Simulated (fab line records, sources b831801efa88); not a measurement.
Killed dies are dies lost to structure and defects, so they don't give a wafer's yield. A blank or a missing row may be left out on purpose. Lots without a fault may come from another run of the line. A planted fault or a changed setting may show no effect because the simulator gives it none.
Which tool did it? | flow gf180mcu | 12 lots, 36 wafers sampled, at 4 steps of a route of 602

WHAT THE GAUGES READ, wafer by wafer
GF_POLY_GATE_THK_MEAS_17.
lot  | measured     | on            | POLY_GATE_OXIDATION_THK (nm)
L653 | day 9 22:58  | film_metro-03 | 3.96 4.01 3.98
L655 | day 10 13:41 | film_metro-04 | 4.00 4.02 4.01
L656 | day 10 18:20 | film_metro-03 | 4.01 3.96 4.05
L657 | day 10 23:59 | film_metro-04 | 3.85 3.84 3.82
L658 | day 11 10:04 | film_metro-03 | 4.01 3.97 4.00
L663 | day 12 21:26 | film_metro-04 | 3.97 3.99 3.96
L668 | day 14 10:09 | film_metro-03 | 4.04 3.98 3.98
L670 | day 15 03:20 | film_metro-02 | 4.19 4.08 4.14
L671 | day 15 08:07 | film_metro-02 | 4.09 4.16 4.13
L672 | day 15 12:52 | film_metro-03 | 4.07 4.04 4.03
L673 | day 15 18:28 | film_metro-04 | 3.99 4.08 4.07
L674 | day 16 05:30 | film_metro-02 | 4.05 4.01 4.06

GF_HV_LDD_OVL_MEAS_20.
lot  | measured     | on         | HV_LDD_01_OVL (nm)
L653 | day 11 11:34 | overlay-01 | 2.6 1.3 0.9
L655 | day 12 03:10 | overlay-02 | 3.8 0.8 3.3
L656 | day 12 08:16 | overlay-01 | 0.6 0.5 1.9
L657 | day 12 14:10 | overlay-01 | 1.6 -0.1 0.2
L658 | day 13 01:25 | overlay-02 | -1.3 -1.6 -1.8
L663 | day 14 13:27 | overlay-02 | -0.6 0.8 -2.0
L668 | day 16 04:58 | overlay-02 | 1.0 1.9 1.7
L670 | day 16 23:51 | overlay-02 | 2.4 1.1 1.1
L671 | day 17 04:16 | overlay-02 | 1.6 0.1 -0.5
L672 | day 17 10:24 | overlay-01 | 0.1 0.9 -1.6
L673 | day 17 14:40 | overlay-01 | 1.6 -0.2 0.3
L674 | day 18 02:52 | overlay-02 | 1.6 1.9 2.4

GF_HV_LDD_THK_MEAS_55.
lot  | measured     | on            | HV_LDD_CVD_54_THK (nm)
L653 | day 13 04:24 | film_metro-03 | 9.73 9.96 9.81
L655 | day 13 22:07 | film_metro-02 | 9.98 10.13 9.86
L656 | day 14 02:08 | film_metro-03 | 9.95 9.97 9.81
L657 | day 14 08:41 | film_metro-01 | 9.91 9.97 9.92
L658 | day 14 20:31 | film_metro-03 | 10.18 10.04 10.15
L663 | day 16 10:18 | film_metro-03 | 10.16 10.03 10.07
L668 | day 18 05:07 | film_metro-01 | 5.78 5.84 5.72
L670 | day 19 02:35 | film_metro-02 | 9.80 9.76 9.82
L671 | day 19 06:22 | film_metro-01 | 10.03 9.85 9.81
L672 | day 19 12:16 | film_metro-02 | 9.97 10.02 9.95
L673 | day 19 16:15 | film_metro-02 | 9.96 9.89 9.90
L674 | day 20 05:53 | film_metro-02 | 9.96 10.00 10.03

WHICH TOOL RAN EACH LOT (tool, then ch and the chambers of the sampled wafers, then the start)
lot  | GF_HV_LDD_CVD_54
L653 | lpcvd-01 ch 0, day 13 03:22
L655 | lpcvd-01 ch 0, day 13 21:05
L656 | lpcvd-02 ch 0, day 14 01:07
L657 | lpcvd-02 ch 0, day 14 07:39
L658 | lpcvd-02 ch 1, day 14 19:30
L663 | lpcvd-02 ch 0, day 16 09:17
L668 | lpcvd-01 ch 0, day 18 04:05
L670 | lpcvd-02 ch 0, day 19 01:34
L671 | lpcvd-02 ch 1, day 19 05:20
L672 | lpcvd-02 ch 0, day 19 11:14
L673 | lpcvd-02 ch 1, day 19 15:14
L674 | lpcvd-02 ch 1, day 20 04:51
- GF_HV_LDD_CVD_54: deposits SiO2 from TEOS, target thk 10 nm, time 75 s.

WHAT THE TOOLS THEMSELVES READ (means of the sampled wafers that have a number; where no wafer has one, the mark that the record gives instead)
GF_HV_LDD_CVD_54.
lot  | tool     | spike_tc_bottom_C (C) | spike_tc_centre_C (C) | spike_tc_lower_C (C) | spike_tc_top_C (C) | spike_tc_upper_C (C) | susceptor_temp_C (C)
L653 | lpcvd-01 | 702.3                 | 680.6                 | 679.4                | 703                | 680.3                | 679.78
L655 | lpcvd-01 | 701.3                 | 680.7                 | 678.8                | 701                | 681.0                | 680.39
L656 | lpcvd-02 | 697.4                 | 682.1                 | 680.0                | 693                | 679.8                | 679.91
L657 | lpcvd-02 | 698.0                 | 682.0                 | 680.0                | 694                | 680.6                | 679.81
L658 | lpcvd-02 | 700.7                 | 680.9                 | 680.0                | 696                | 679.3                | 679.68
L663 | lpcvd-02 | 697.3                 | 681.1                 | 679.6                | 693                | 680.9                | 679.58
L668 | lpcvd-01 | 680.5                 | 659.4                 | 658.2                | 682                | 659.4                | 658.69
L670 | lpcvd-02 | 697.2                 | 680.7                 | 678.9                | 693                | 680.6                | 680.15
L671 | lpcvd-02 | 702.9                 | 681.3                 | 680.6                | 694                | 678.5                | 680.06
L672 | lpcvd-02 | 697.5                 | 681.9                 | 679.6                | 694                | 680.2                | 680.11
L673 | lpcvd-02 | 701.2                 | 680.6                 | 680.0                | 695                | 678.2                | 680.25
L674 | lpcvd-02 | 701.6                 | 681.8                 | 681.1                | 694                | 678.2                | 679.72

THE ANSWER, worked out from the rows above alone
Rule: what is usual is taken from the lots themselves. Put in order of their means at a reading, lots are off if they are a third of the lots or fewer, leave a main group of 4 or more, and stand apart from it by a gap of 3 or more times the standard deviation of the main group's means; of several such gaps the widest counts. A main group whose means are all the same, to the digits that the tables above print for the reading, isn't used. A lot without any number at a reading at which 4 lots or more have one is off too. The other lots that the step has rows for count as sound. The gauges are gone through in route order, then the tools' own readings, and for those a lot's mean is taken as printed above. The first step at which some lot is off is used, and at that step the reading that is off furthest; a lot without a number counts as furthest.
Off: L668, at GF_HV_LDD_THK_MEAS_55 (HV_LDD_CVD_54_THK). The main group: mean 9.95 nm, standard deviation 0.094.
A tool fits if, at a process step before that reading, it ran every lot that is off, and no sound lot after the first of them. The gauges at GF_HV_LDD_THK_MEAS_55 aren't tried: what is off there is off at GF_HV_LDD_CVD_54 too, on other tools, and a gauge's error can't cause that. One fits: lpcvd-01 at GF_HV_LDD_CVD_54. Its last sound lot is L655 (day 13 21:05), its first lot that is off L668 (day 18 04:05): a fault that began between those two fits.
The tool's own readings at GF_HV_LDD_CVD_54 bear it out: on the lots that are off they differ by more than 5 times the standard deviation of the sound lots' means. spike_tc_bottom_C reads 680.5 C there against 699.8 C on the sound lots; spike_tc_centre_C reads 659.4 C there against 681.2 C on the sound lots; spike_tc_lower_C reads 658.2 C there against 679.8 C on the sound lots; spike_tc_upper_C reads 659.4 C there against 679.8 C on the sound lots; susceptor_temp_C reads 658.69 C there against 679.95 C on the sound lots.

WHAT THE SIMULATOR HAD PUT IN
Process parameter drift: lpcvd-01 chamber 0, from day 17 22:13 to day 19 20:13, at GF_HV_LDD_CVD_54. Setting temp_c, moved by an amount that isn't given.
Lots struck among those shown: L668. The rule above found the same.
